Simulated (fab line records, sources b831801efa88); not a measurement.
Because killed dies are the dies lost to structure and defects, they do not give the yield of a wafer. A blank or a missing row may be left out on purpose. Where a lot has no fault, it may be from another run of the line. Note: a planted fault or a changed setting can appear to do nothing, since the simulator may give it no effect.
The same fault as seen by 2 desks + flow sfqLine + only its own numbers are on each desk; what lay behind them is given at the end

## THE METROLOGY DESK
What the gauges read for every lot (on any tool): the sampled wafers with a number, averaged. The brackets show how far a lot's mean lies from the usual mean; more than 4 standard deviations puts the lot out of limits, marked OUT.
Columns: A = M4_NB_RS at SFQ_M4_RS_MEAS_924, usual 0.884 ohm/sq
| lot  | first seen here | A                |
|------|-----------------|------------------|
| L472 | day 32 08:04    | 0.885            |
| L473 | day 32 14:04    | 0.898            |
| L474 | day 32 23:41    | 0.874            |
| L475 | day 33 13:58    | 0.884            |
| L477 | day 34 04:24    | 0.880            |
| L482 | day 35 23:07    | 0.768 (-11) OUT  |
| L484 | day 36 09:57    | 0.882            |
| L486 | day 37 08:43    | 0.781 (-9.3) OUT |
| L489 | day 38 03:57    | 0.892            |
| L491 | day 39 03:56    | 0.889            |
| L492 | day 39 11:08    | 0.885            |
| L493 | day 39 14:43    | 0.890            |
| L494 | day 39 19:32    | 0.884            |
| L495 | day 40 07:19    | 0.887            |
Per this desk, out of limits: L482, L486; the first was L482, day 35 23:07 (M4_NB_RS at SFQ_M4_RS_MEAS_924). Within limits: L472, L473, L474, L475, L477, L484, L489, L491, L492, L493, L494, L495.

## FOR THE TOOL OWNER'S DESK: pvdSputter-03
The tool's own readings at SFQ_TRILAYER_M4_DEP_SPUTTER_091 (material Nb, target thk 200 nm, time 133.3 s): means of the sampled wafers that have a number, for each lot that ran on this tool. The brackets show how far a lot's mean lies from the usual mean; more than 4 standard deviations puts the lot out of limits, marked OUT.
Columns: A = cathodeDcPowerW at SFQ_TRILAYER_M4_DEP_SPUTTER_091, usual 2000.0 W; B = throttleValvePct at SFQ_TRILAYER_M4_DEP_SPUTTER_091, usual 30.7 %
| lot  | first seen here | A                        | B    |
|------|-----------------|--------------------------|------|
| L474 | day 32 23:34    | 1999.7                   | 30.1 |
| L475 | day 33 13:52    | 2000.2                   | 29.9 |
| L482 | day 35 23:01    | 2260.9 (+99 or more) OUT | 29.9 |
| L486 | day 37 08:37    | 2260.9 (+99 or more) OUT | 30.9 |
Finding of this desk: L482, L486 out of limits; the first was L482 at day 35 23:01, on cathodeDcPowerW at SFQ_TRILAYER_M4_DEP_SPUTTER_091. Within limits: L474, L475.

## BROUGHT TOGETHER
An alarm could have come from the tool owner's desk at day 35 23:01, on L482, L486.
Metrology desk: alarm possible at day 35 23:07 on L482, L486.
Every lot named ran SFQ_TRILAYER_M4_DEP_SPUTTER_091 on pvdSputter-03.

## WHAT THE SIMULATOR HAD PUT IN
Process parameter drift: pvdSputter-03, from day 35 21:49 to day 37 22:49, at SFQ_TRILAYER_M4_DEP_SPUTTER_091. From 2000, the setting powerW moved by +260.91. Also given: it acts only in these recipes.
Lots struck among those shown: L482, L486.
Fault start to first reading out of limits, in hours, per desk: tool owner, 1; metrology, 1.
